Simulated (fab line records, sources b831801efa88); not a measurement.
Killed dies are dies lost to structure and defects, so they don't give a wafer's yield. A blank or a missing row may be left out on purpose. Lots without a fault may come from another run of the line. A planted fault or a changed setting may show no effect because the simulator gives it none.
Which tool did it? | flow gf180mcu | 13 lots, 39 wafers sampled, at 4 steps of a route of 602

WHAT THE GAUGES READ, wafer by wafer
GF_V1_CD_MEAS_14: target cd 260 nm. Usual: cd_nm 260.2 nm, standard deviation 1.1.
lot  | measured     | on        | cd_nm (nm)        | flag
L145 | day 19 10:10 | cd_sem-02 | 261.3 261.0 260.9 |
L148 | day 20 15:10 | cd_sem-01 | 258.3 258.1 257.9 |
L149 | day 20 23:58 | cd_sem-02 | 250.1 249.4 249.1 | OFF
L151 | day 21 21:22 | cd_sem-02 | 250.1 250.1 250.8 | OFF
L156 | day 23 01:28 | cd_sem-02 | 259.9 260.6 260.4 |
L159 | day 24 12:01 | cd_sem-02 | 261.1 260.8 260.8 |
L160 | day 24 14:16 | cd_sem-01 | 259.5 259.5 258.5 |
L161 | day 24 22:50 | cd_sem-02 | 260.1 260.2 260.3 |
L162 | day 25 04:21 | cd_sem-01 | 258.0 259.5 259.0 |
L163 | day 25 13:38 | cd_sem-01 | 261.0 262.0 261.1 |
L164 | day 25 20:09 | cd_sem-02 | 259.1 259.1 259.7 |
L166 | day 26 11:44 | cd_sem-02 | 262.2 260.8 261.4 |
L167 | day 26 18:57 | cd_sem-02 | 260.6 260.4 260.6 |

GF_V1_OVL_MEAS_15. Usual: V1_OVL 0 nm, standard deviation 4.3.
lot  | measured     | on         | V1_OVL (nm) | flag
L145 | day 19 10:16 | overlay-02 | 5 4 1       |
L148 | day 20 15:17 | overlay-02 | 2 0 -2      |
L149 | day 21 00:05 | overlay-02 | -4 -1 -2    |
L151 | day 21 21:29 | overlay-02 | 1 2 -5      |
L156 | day 23 01:34 | overlay-02 | 4 2 4       |
L159 | day 24 12:08 | overlay-02 | 4 -4 1      |
L160 | day 24 14:23 | overlay-01 | -7 -2 -3    |
L161 | day 24 22:58 | overlay-02 | 1 7 -6      |
L162 | day 25 04:26 | overlay-02 | -1 0 2      |
L163 | day 25 13:44 | overlay-01 | -4 -3 -9    |
L164 | day 25 20:16 | overlay-02 | 2 4 0       |
L166 | day 26 11:52 | overlay-01 | -3 2 -3     |
L167 | day 26 19:02 | overlay-01 | -5 0 -4     |

WHICH TOOL RAN EACH LOT (tool, then ch and the chambers of the sampled wafers, then the start)
lot  | GF_M1_SPUTTER_04             | GF_V1_SOFTBAKE_10
L145 | pvd_sputter-01, day 17 08:22 | litho_track-02 ch 0, day 18 21:00
L148 | pvd_sputter-01, day 18 11:53 | litho_track-02 ch 0, day 20 02:00
L149 | pvd_sputter-03, day 18 20:58 | litho_track-02 ch 0, day 20 11:00
L151 | pvd_sputter-04, day 19 18:08 | litho_track-02 ch 0, day 21 09:00
L156 | pvd_sputter-03, day 21 00:37 | litho_track-04 ch 0, day 22 12:00
L159 | pvd_sputter-04, day 22 12:49 | litho_track-02 ch 0, day 24 01:00
L160 | pvd_sputter-03, day 22 15:41 | litho_track-04 ch 0, day 24 03:00
L161 | pvd_sputter-04, day 23 00:02 | litho_track-02 ch 0, day 24 11:00
L162 | pvd_sputter-01, day 23 05:22 | litho_track-02 ch 0, day 24 17:00
L163 | pvd_sputter-01, day 23 16:19 | litho_track-02 ch 0, day 25 03:00
L164 | pvd_sputter-04, day 23 21:41 | litho_track-01 ch 0, day 25 08:00
L166 | pvd_sputter-01, day 24 14:09 | litho_track-02 ch 0, day 26 01:00
L167 | pvd_sputter-01, day 24 22:38 | litho_track-04 ch 0, day 26 08:00
- GF_M1_SPUTTER_04: material TiN, target thk 50 nm, time 41.7 s.
- GF_V1_SOFTBAKE_10: time 60 s.

WHAT THE TOOLS THEMSELVES READ (means of the sampled wafers that have a number; where no wafer has one, the mark that the record gives instead)
GF_M1_SPUTTER_04. Usual: throttle_valve_pct 29.7 %, standard deviation 1.
lot  | tool           | throttle_valve_pct (%) | flag
L145 | pvd_sputter-01 | 31.1                   |
L148 | pvd_sputter-01 | 30.7                   |
L149 | pvd_sputter-03 | 29.1                   |
L151 | pvd_sputter-04 | 29.8                   |
L156 | pvd_sputter-03 | 28.6                   |
L159 | pvd_sputter-04 | 29.5                   |
L160 | pvd_sputter-03 | 28.8                   |
L161 | pvd_sputter-04 | 29.8                   |
L162 | pvd_sputter-01 | 31.2                   |
L163 | pvd_sputter-01 | 30.7                   |
L164 | pvd_sputter-04 | 30.2                   |
L166 | pvd_sputter-01 | 31.0                   |
L167 | pvd_sputter-01 | 31.4                   |

GF_V1_SOFTBAKE_10. Usual: heater_power_total_W 93.06 W, standard deviation 0.054; plate_temp_C 130.00 C, standard deviation 0.12.
lot  | tool           | heater_power_total_W (W) | plate_temp_C (C) | flag
L145 | litho_track-02 | 93.01                    | 129.90           |
L148 | litho_track-02 | 93.03                    | 130.06           |
L149 | litho_track-02 | 89.23                    | 125.89           | OFF
L151 | litho_track-02 | 89.15                    | 125.98           | OFF
L156 | litho_track-04 | 93.08                    | 129.97           |
L159 | litho_track-02 | 93.07                    | 129.98           |
L160 | litho_track-04 | 93.10                    | 130.10           |
L161 | litho_track-02 | 93.07                    | 129.88           |
L162 | litho_track-02 | 93.01                    | 129.91           |
L163 | litho_track-02 | 93.03                    | 130.10           |
L164 | litho_track-01 | 93.06                    | 129.92           |
L166 | litho_track-02 | 92.99                    | 130.09           |
L167 | litho_track-04 | 93.01                    | 129.81           |

THE ANSWER, worked out from the rows above alone
Rule: a lot is off if the mean of its wafers that have a number lies more than 3 standard deviations from the usual mean. A lot without any number at a reading at which 4 lots or more have one is off too. The other lots that the step has rows for count as sound. The gauges are gone through in route order, then the tools' own readings, and for those a lot's mean is taken as printed above. The first step at which some lot is off is used, and at that step the reading that is off furthest; a lot without a number counts as furthest.
Off: L149, L151, at GF_V1_CD_MEAS_14 (cd_nm).
A tool fits if, at a process step before that reading, it ran every lot that is off, and no sound lot after the first of them. The gauges at GF_V1_CD_MEAS_14 aren't tried: what is off there is off at GF_V1_SOFTBAKE_10 too, on other tools, and a gauge's error can't cause that. None of those tried fits.

WHAT THE SIMULATOR HAD PUT IN
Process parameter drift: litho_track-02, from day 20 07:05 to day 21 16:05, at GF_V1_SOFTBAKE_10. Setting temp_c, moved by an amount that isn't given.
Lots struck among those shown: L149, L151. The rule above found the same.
